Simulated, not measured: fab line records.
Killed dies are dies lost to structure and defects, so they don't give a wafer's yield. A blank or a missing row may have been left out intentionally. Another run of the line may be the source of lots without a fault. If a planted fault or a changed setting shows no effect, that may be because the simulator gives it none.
Problem report in the 8D (eight disciplines) form, filled by code :: flow sky130 :: the parts of the form that need people (team, actions taken, sign-off) are left out

## 1. PROBLEM STATEMENT
Mean of spin-speed-rpm at SKY_LOCAL_INTERCONNECT_COAT_06: 3196.4 rpm across 9 wafers in 3 lots; on wafers with no fault it is 3000.2 rpm (standard deviation 1.9). So: +99 or more standard deviations from the usual mean.
The step: resist thk 450 nm.
First observed at day 32 19:00: wafer L222.4, on litho-track-03. At this step, 36 wafers from 12 lots have a number in the record. Rule for "out" (also "out of limits"): further than 4 standard deviations from the usual mean. Any other wafer with a number is counted as sound.

## 2. WHAT IT IS; WHAT IT IS NOT
question: which readings at this step
is: spin-speed-rpm
is not: -

question: which lots
is: L222, L224, L225
is not: L213, L215, L218, L223, L228, L232, L233, L234, L236

question: which wafers of those lots
is: all that have a number
is not: -

question: read on which tools
is: litho-track-03
is not: litho-track-02, litho-track-04

question: when
is: from day 32 19:00
is not: up to then (9 sound wafers); but 18 sound wafers of L223, L228, L232, L233, L234, L236 came after

## 3. THE SUSPECTS, EACH WITH WHAT RULES IT OUT
Counting: a tool at a process step up to the reading stays a suspect if it ran every lot that is out and no sound lot after the first of them.
- litho-track-03 at SKY_LOCAL_INTERCONNECT_COAT_06 (resist thk 450 nm): ruled out as a lasting fault. Sound lots L233 ran on it after its first lot that is out, L222 (day 32 19:00).
Left after counting: nothing in the record.

## 4. THE CAUSE (what the simulator had put in)
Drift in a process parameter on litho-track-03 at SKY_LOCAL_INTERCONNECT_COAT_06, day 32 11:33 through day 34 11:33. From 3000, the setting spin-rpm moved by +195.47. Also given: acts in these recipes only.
Counting ruled it out, wrongly.

## 5. SEQUENCE OF EFFECTS, ordered by route
Rows list readings where the struck wafers' mean (over those with a number) sits beyond 3 standard deviations from the usual. Only readings whose record carries a usual standard deviation are examined. hours: median over the lots of the time between each lot's start at the first step of this table that gives one and its start at this step. sigmas: the change, counted in usual standard deviations.
hours: 0
step: SKY_LOCAL_INTERCONNECT_COAT_06
reading: spin-speed-rpm
usual: 3000.2 rpm
on struck wafers: 3196.4
change: +196.2
sigmas: +99 or more

hours: 14
step: SKY_LOCAL_INTERCONNECT_STRIP_15
reading: strip-time-to-endpoint-s
usual: 4.708 s
on struck wafers: 4.560
change: -0.148
sigmas: -6.7
Here are the process steps it includes:
- SKY_LOCAL_INTERCONNECT_COAT_06: resist thk 450 nm.
- SKY_LOCAL_INTERCONNECT_STRIP_15: strips in O2/N2.

## 6. HOW IT WOULD HAVE BEEN CAUGHT EARLIER
The fault began at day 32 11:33; the first out-of-limits reading in this record came at day 32 19:00, 7 hours later.
